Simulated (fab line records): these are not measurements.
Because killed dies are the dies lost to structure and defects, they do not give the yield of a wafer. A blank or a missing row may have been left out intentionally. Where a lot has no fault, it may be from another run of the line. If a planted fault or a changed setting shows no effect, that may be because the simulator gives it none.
fab line records	flow sky130
record lots=14	wafers=42	last_day=50
route steps=708 shown METAL1@451 VIA1@471 METAL2@501
lots that met no fault: taken from a fault-free run of the same line
start_h: start of the lot's first displayed wafer, in hours after the record's first day	wait_h: hours since the lot's step before	" same as the row above	L1.1+2: a single row standing in for several wafers	- either no value or no given start	* or withheld: withheld	< > ~ a bound
route shown NAME@n: a module of which the file shows steps, and the number in the route of the first	usual: mean/standard deviation of fault-free wafers	same: alike in all rows	chamber/n: place in a boat	sites: the reading at each site	_std_site: the values' standard deviation	_edge_site: inner sites' mean taken away from outer sites' mean	radius_mm: how far each site lies from the wafer's centre	mask NAME#n: copy n	behind: the most recent tool/chamber to have shaped the wafer	hold: what put the lot on hold/how long, in hours/how the hold closed	device: the n, p or np transistor that did not switch	end of line: the same wafers' tests at the end of the route	step lacking rows: just its recipe	killed: the dies lost at the first sort to structure and to defects; this is not the yield of the wafer	map: the dies of a wafer, with x for killed, . for not killed, _ for no die there
set.NAME: the setting the step ran with; set.NAME@STEP: the setting that earlier step ran with	model.NAME: the simulator's own value behind a step, which no gauge read
steps of the route over a sample of lots; a table a step, a row a wafer
services: from which hour (start_h, from the record's first day; less than 0 if before it) a tool's chamber was out of use, for how many hours, and why
## steps
# step SKY_METAL1_DESCUM_17
# recipe chemistry=O2	source_power_w=150	bias_power_w=0	pressure_mtorr=10	temp_c=40	time_s=8
# usual drypump_motor_current_A=5.9/0.31	oes_product_au=1.017/0.015
lot.wafer	tool	chamber	start_h	wait_h	drypump_motor_current_A	oes_product_au	rf_hours_counter_h
L172.2	rie_metal-04	1	771.20	0.0	5.8	1.034	0
L172.4	"	0	"	"	5.7	0.992	-
L172.5	"	0	"	"	5.7	1.001	-
L174.1	rie_metal-03	0	784.90	0.0	5.9	1.032	9
L174.4	"	0	"	"	5.9	1.033	-
L174.5	"	0	"	"	5.9	1.014	-
L175.2	rie_metal-01	0	794.40	0.0	6.0	0.988	14
L175.3	"	1	"	"	5.5	1.010	-
L175.6	"	1	"	"	5.5	1.008	-
L179.2	rie_metal-01	1	826.11	0.0	5.5	1.010	-
L179.3	"	1	"	"	5.5	1.009	-
L179.6	"	1	"	"	5.5	1.012	-
L180.1	rie_metal-01	1	835.50	0.0	5.5	1.005	14
L180.3	"	1	"	"	5.5	1.012	-
L180.5	"	1	"	"	5.5	1.005	-
L184.2	rie_metal-01	0	861.35	0.0	6.0	0.985	15
L184.3	"	1	"	"	5.5	1.007	-
L184.5	"	1	"	"	5.5	1.019	-
L185.2	rie_metal-03	0	868.10	0.0	5.9	1.027	13
L185.5	"	1	"	"	6.4	1.026	-
L185.6	"	0	"	"	5.9	1.028	-
L187.1	rie_metal-04	1	880.91	0.0	5.8	1.024	5
L187.2	"	0	"	"	5.7	1.014	0
L187.5	"	1	"	"	5.8	1.033	-
L189.1	rie_metal-04	1	890.90	0.0	5.8	1.029	5
L189.4	"	0	"	"	5.7	1.002	-
L189.5	"	1	"	"	5.8	1.028	-
L190.1	rie_metal-03	0	906.50	0.0	5.9	1.032	15
L190.5	"	0	"	"	5.9	1.041	-
L190.6	"	1	"	"	6.4	1.028	-
L191.1	rie_metal-03	0	915.95	0.0	5.9	1.023	15
L191.4	"	1	"	"	6.4	1.032	-
L191.5	"	0	"	"	5.9	1.036	-
L192.2	rie_metal-01	1	917.11	0.0	5.5	1.013	-
L192.5	"	1	"	"	5.5	1.019	-
L192.6	"	1	"	"	5.5	1.013	-
L194.3	rie_metal-01	1	931.22	0.0	5.5	1.016	-
L194.4	"	0	"	"	6.0	0.992	-
L194.5	"	1	"	"	5.5	1.002	-
L195.1	rie_metal-01	1	938.27	0.0	5.5	1.004	18
L195.3	"	1	"	"	5.5	1.011	-
L195.4	"	0	"	"	6.0	0.998	-
# step SKY_METAL1_METAL_ETCH_19
# recipe target_depth_a=3600	stop_on=SiO2	over_etch_frac=0.3	time_s=78	chemistry=Cl2/BCl3	resist_sidewall_deg=88	pressure_mtorr=10	icp_w=900	bias_w=48.5	Cl2_flow_sccm=60	bcl3_flow_sccm=30
# usual drypump_motor_current_A=5.9/0.31	oes_product_au=0.854/0.0069	throttle_valve_pct=22.264/0.0093
# same over_etch_frac=0.3
lot.wafer	tool	chamber	start_h	wait_h	drypump_motor_current_A	oes_product_au	rf_hours_counter_h	throttle_valve_pct
L172.2	rie_metal-04	1	771.30	0.0	5.8	0.860	1	22.262
L172.4	"	0	"	"	5.7	0.843	-	22.266
L172.5	"	0	"	"	5.7	0.856	-	22.274
L174.1	rie_metal-03	0	785.09	0.1	5.9	0.868	9	22.262
L174.4	"	0	"	"	5.9	0.858	-	22.258
L174.5	"	0	"	"	5.9	0.856	-	22.264
L175.2	rie_metal-01	0	794.50	0.0	6.0	0.851	14	22.262
L175.3	"	1	"	"	5.5	0.857	-	22.280
L175.6	"	1	"	"	5.5	0.862	-	22.257
L179.2	rie_metal-01	1	826.32	0.1	5.5	0.855	-	22.278
L179.3	"	1	"	"	5.5	0.844	-	22.261
L179.6	"	1	"	"	5.5	0.849	-	22.271
L180.1	rie_metal-01	1	835.69	0.1	5.5	0.862	15	22.256
L180.3	"	1	"	"	5.5	0.858	-	22.260
L180.5	"	1	"	"	5.5	0.848	-	22.271
L184.2	rie_metal-01	0	861.45	0.0	6.0	0.850	15	22.270
L184.3	"	1	"	"	5.5	0.845	-	22.260
L184.5	"	1	"	"	5.5	0.839	-	22.260
L185.2	rie_metal-03	0	868.20	0.0	5.9	0.852	13	22.256
L185.5	"	1	"	"	6.4	0.858	-	22.266
L185.6	"	0	"	"	5.9	0.847	-	22.261
L187.1	rie_metal-04	1	881.01	0.0	5.9	0.848	5	22.261
L187.2	"	0	"	"	5.7	0.847	0	22.260
L187.5	"	1	"	"	5.9	0.845	-	22.280
L189.1	rie_metal-04	1	891.00	0.0	5.8	0.856	5	22.246
L189.4	"	0	"	"	5.7	0.865	-	22.249
L189.5	"	1	"	"	5.8	0.854	-	22.267
L190.1	rie_metal-03	0	906.60	0.0	5.9	0.858	15	22.260
L190.5	"	0	"	"	5.9	0.856	-	22.263
L190.6	"	1	"	"	6.4	0.854	-	22.285
L191.1	rie_metal-03	0	916.05	0.0	5.9	0.863	15	22.268
L191.4	"	1	"	"	6.4	0.846	-	22.254
L191.5	"	0	"	"	5.9	0.857	-	22.269
L192.2	rie_metal-01	1	917.32	0.1	5.5	0.850	-	22.272
L192.5	"	1	"	"	5.5	0.860	-	22.255
L192.6	"	1	"	"	5.5	0.852	-	22.264
L194.3	rie_metal-01	1	931.37	0.1	5.5	0.845	-	22.281
L194.4	"	0	"	"	6.0	0.858	-	22.273
L194.5	"	1	"	"	5.5	0.839	-	22.264
L195.1	rie_metal-01	1	938.36	0.0	5.5	0.859	18	22.259
L195.3	"	1	"	"	5.5	0.844	-	22.261
L195.4	"	0	"	"	6.0	0.845	-	22.271
# step SKY_METAL1_STRIP_20
# recipe chemistry=O2/N2	power_w=1400	pressure_mtorr=1500	platen_temp_c=withheld	o2_flow_sccm=3000	n2_flow_sccm=300	overash_fraction=0.5
# usual drypump_motor_current_A=5.5/0.53	oes_product_au=0.340/0.0053	strip_time_to_endpoint_s=2.61/0.072
# same overash_fraction=0.5
lot.wafer	tool	chamber	start_h	wait_h	drypump_motor_current_A	oes_product_au	rf_hours_counter_h	strip_time_to_endpoint_s
L172.2	plasma_asher-03	1	771.39	0.1	6.0	0.335	98	2.56
L172.4	"	0	"	"	6.1	0.343	-	2.66
L172.5	"	1	"	"	6.0	0.348	-	2.68
L174.1	plasma_asher-04	1	785.27	0.1	6.1	0.333	4	2.61
L174.4	"	0	"	"	4.8	0.338	-	2.60
L174.5	"	0	"	"	4.8	0.342	-	2.59
L175.2	plasma_asher-03	0	794.59	0.1	6.1	0.350	100	2.80
L175.3	"	1	"	"	6.0	0.339	-	2.67
L175.6	"	0	"	"	6.1	0.343	-	2.67
L179.2	plasma_asher-02	0	826.47	0.1	5.2	0.349	38	2.64
L179.3	"	0	"	"	5.2	0.351	-	2.65
L179.6	"	0	"	"	5.2	0.343	-	2.67
L180.1	plasma_asher-04	1	835.87	0.1	6.1	0.344	9	2.70
L180.3	"	0	"	"	4.9	0.367	-	3.14
L180.5	"	1	"	"	6.1	0.363	-	3.17
L184.2	plasma_asher-03	1	861.54	0.1	6.0	0.351	108	2.76
L184.3	"	1	"	"	5.9	0.362	-	3.12
L184.5	"	1	"	"	6.0	0.366	-	3.13
L185.2	plasma_asher-04	0	868.29	0.1	4.8	0.331	14	2.52
L185.5	"	0	"	"	4.8	0.343	-	2.54
L185.6	"	1	"	"	6.1	0.336	-	2.54
L187.1	plasma_asher-04	1	881.10	0.1	6.1	0.343	15	2.57
L187.2	"	0	"	"	4.8	0.352	15	2.69
L187.5	"	1	"	"	6.1	0.331	-	2.56
L189.1	plasma_asher-02	1	891.09	0.1	5.1	0.347	47	2.59
L189.4	"	1	"	"	5.1	0.343	-	2.68
L189.5	"	0	"	"	5.2	0.344	-	2.57
L190.1	plasma_asher-04	1	906.69	0.1	6.1	0.337	18	2.49
L190.5	"	1	"	"	6.1	0.338	-	2.53
L190.6	"	0	"	"	4.8	0.330	-	2.52
L191.1	plasma_asher-02	1	916.14	0.1	5.1	0.333	49	2.56
L191.4	"	0	"	"	5.2	0.332	-	2.55
L191.5	"	1	"	"	5.1	0.337	-	2.52
L192.2	plasma_asher-02	0	917.47	0.1	5.2	0.346	50	2.67
L192.5	"	0	"	"	5.2	0.337	-	2.65
L192.6	"	1	"	"	5.1	0.334	-	2.60
L194.3	plasma_asher-04	0	931.48	0.1	4.8	0.346	-	2.65
L194.4	"	1	"	"	6.1	0.344	-	2.74
L194.5	"	0	"	"	4.8	0.336	-	2.64
L195.1	plasma_asher-04	1	938.45	0.1	6.1	0.333	22	2.59
L195.3	"	1	"	"	6.1	0.342	-	2.61
L195.4	"	0	"	"	4.8	0.337	-	2.69
# step SKY_VIA1_OVL_MEAS_13
# usual VIA1_OVL=-1/5.6
lot.wafer	tool	chamber	start_h	wait_h	VIA1_OVL[nm]
L172.2	overlay-01	-	799.31	0.1	-14
L172.4	"	-	"	"	-5
L172.5	"	-	"	"	-6
L174.1	overlay-01	-	813.07	0.1	1
L174.4	"	-	"	"	-9
L174.5	"	-	"	"	-8
L175.2	overlay-02	-	822.47	0.1	0
L175.3	"	-	"	"	-2
L175.6	"	-	"	"	-5
L179.2	overlay-01	-	854.02	0.1	-9
L179.3	"	-	"	"	-2
L179.6	"	-	"	"	-1
L180.1	overlay-01	-	863.76	0.1	0
L180.3	"	-	"	"	5
L180.5	"	-	"	"	3
L184.2	overlay-02	-	888.47	0.1	-3
L184.3	"	-	"	"	-6
L184.5	"	-	"	"	0
L185.2	overlay-01	-	895.46	0.1	-9
L185.5	"	-	"	"	-12
L185.6	"	-	"	"	-8
L187.1	overlay-02	-	908.77	0.1	-1
L187.2	"	-	"	"	0
L187.5	"	-	"	"	-2
L189.1	overlay-01	-	918.27	0.1	4
L189.4	"	-	"	"	-5
L189.5	"	-	"	"	6
L190.1	overlay-02	-	932.92	0.1	-6
L190.5	"	-	"	"	-1
L190.6	"	-	"	"	-6
L191.1	overlay-02	-	942.37	0.1	4
L191.4	"	-	"	"	4
L191.5	"	-	"	"	1
L192.2	overlay-01	-	943.22	0.1	0
L192.5	"	-	"	"	6
L192.6	"	-	"	"	-6
L194.3	overlay-02	-	956.93	0.1	-3
L194.4	"	-	"	"	-4
L194.5	"	-	"	"	-4
L195.1	overlay-02	-	964.12	0.1	-9
L195.3	"	-	"	"	-7
L195.4	"	-	"	"	-1
# step SKY_METAL2_ETCH_18
# recipe chemistry=N2/H2	target=BARC	ion_energy_ev=200	bias_w=100	pressure_mtorr=30	n2_flow_sccm=100	h2_flow_sccm=200	icp_w=500	stop_on=SiO2	time_s=45.9	target_depth_a=600
# usual drypump_motor_current_A=5.75/0.2	oes_product_au=0.855/0.0045	throttle_valve_pct=13.224/0.0095
lot.wafer	tool	chamber	start_h	wait_h	drypump_motor_current_A	oes_product_au	rf_hours_counter_h	throttle_valve_pct
L172.2	rie_metal-02	1	827.28	0.0	5.55	0.854	12	13.234
L172.4	"	0	"	"	5.98	0.854	-	13.224
L172.5	"	0	"	"	5.98	0.856	-	13.228
L174.1	rie_metal-02	0	841.23	0.0	5.98	0.855	11	13.229
L174.4	"	1	"	"	5.58	0.855	-	13.244
L174.5	"	1	"	"	5.59	0.858	-	13.236
L175.2	rie_metal-02	0	850.58	0.0	6.01	0.855	11	13.216
L175.3	"	1	"	"	5.55	0.855	-	13.214
L175.6	"	1	"	"	5.58	0.862	-	13.235
L179.2	rie_metal-02	1	881.63	0.0	5.56	0.848	14	13.213
L179.3	"	1	"	"	5.56	0.847	-	13.210
L179.6	"	1	"	"	5.57	0.856	-	13.218
L180.1	rie_metal-02	1	891.58	0.0	5.59	0.856	15	13.250
L180.3	"	1	"	"	5.58	0.854	-	13.223
L180.5	"	0	"	"	5.99	0.863	-	13.234
L184.2	rie_metal-02	1	916.37	0.1	5.59	0.860	-	13.215
L184.3	"	1	"	"	5.59	0.859	-	13.230
L184.5	"	1	"	"	5.57	0.864	-	13.235
L185.2	rie_metal-01	1	922.44	0.1	5.48	0.852	-	13.225
L185.5	"	1	"	"	5.49	0.853	-	13.226
L185.6	"	1	"	"	5.50	0.851	-	13.241
L187.1	rie_metal-01	1	935.79	0.0	5.48	0.853	18	13.210
L187.2	"	0	"	"	6.03	0.855	0	13.225
L187.5	"	1	"	"	5.48	0.861	-	13.226
L189.1	rie_metal-02	1	945.07	0.0	5.57	0.856	19	13.222
L189.4	"	0	"	"	6.01	0.856	-	13.231
L189.5	"	1	"	"	5.58	0.850	-	13.229
L190.1	rie_metal-04	0	958.57	0.0	5.72	0.857	4	13.232
L190.5	"	1	"	"	5.88	0.846	-	13.218
L190.6	"	0	"	"	5.73	0.855	-	13.234
L192.2	rie_metal-04	0	968.78	0.0	5.72	0.863	4	13.225
L192.5	"	0	"	"	5.73	0.857	-	13.216
L192.6	"	1	"	"	5.87	0.857	-	13.234
L191.1	rie_metal-02	0	969.18	0.0	5.99	0.858	17	13.210
L191.4	"	0	"	"	5.98	0.848	-	13.212
L191.5	"	0	"	"	5.99	0.856	-	13.225
L194.3	rie_metal-01	0	983.21	0.1	6.07	0.862	-	13.216
L194.4	"	0	"	"	6.04	0.849	-	13.212
L194.5	"	0	"	"	6.04	0.858	-	13.214
L195.1	rie_metal-04	1	990.83	0.0	5.83	0.866	12	13.203
L195.3	"	1	"	"	5.85	0.852	-	13.220
L195.4	"	0	"	"	5.75	0.849	-	13.232
## services
tool	chamber	start_h	hours	kind
plasma_asher-02	-	758.29	3.9	repair
plasma_asher-04	-	768.70	2.8	pm
rie_metal-03	1	778.45	-	clean
rie_metal-01	0	808.99	48.4	repair
rie_metal-03	1	835.88	4.2	repair
rie_metal-04	0	855.61	-	clean
rie_metal-04	0	855.61	12.5	scheduled_down
rie_metal-04	0	855.61	12.5	vent_cycle
rie_metal-01	1	863.65	7.3	repair
rie_metal-01	-	882.57	28.1	pm
plasma_asher-02	-	900.31	1.4	repair
plasma_asher-04	-	903.98	1.1	repair
rie_metal-02	0	907.79	10.5	repair
rie_metal-01	0	910.67	-	clean
rie_metal-01	0	910.67	15.6	scheduled_down
rie_metal-01	0	910.67	15.6	vent_cycle
rie_metal-04	0	932.06	16.6	repair
rie_metal-03	-	953.22	0.9	repair
rie_metal-01	-	967.61	2.8	pm
rie_metal-01	0	970.98	10.6	repair
rie_metal-01	1	981.54	-	clean
rie_metal-01	1	981.54	21.3	scheduled_down
rie_metal-01	1	981.54	21.3	vent_cycle
plasma_asher-04	-	985.11	4.7	repair
## key
first_sign step=SKY_METAL1_STRIP_20	reading=strip_time_to_endpoint_s	direction=up	sigmas=7.3	usual=*	struck=*
effect step=SKY_METAL1_STRIP_20	reading=oes_product_au	direction=up	sigmas=4.6	usual=0.340	struck=0.364
met_at SKY_METAL1_METAL_ETCH_19
struck_lots L180,L184
struck_wafers L180.3,L180.5,L184.3,L184.5
sort_left_out L180.3,L180.5,L184.3,L184.5
not_acting_at SKY_METAL1_DESCUM_17,SKY_VIA1_OVL_MEAS_13,SKY_METAL2_ETCH_18
onset_between 826.32 835.69
fault kind=process_parameter_drift	tool=rie_metal-01	chamber=-	onset_h=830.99	steps=SKY_METAL1_METAL_ETCH_19	channel=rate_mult	offset=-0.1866	shape=step	end_h=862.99	scope=struck_wafers_only
# sort_left_out: the simulated sort isn't trusted on such a fault, so these wafers' sort isn't shown, and their yield isn't known
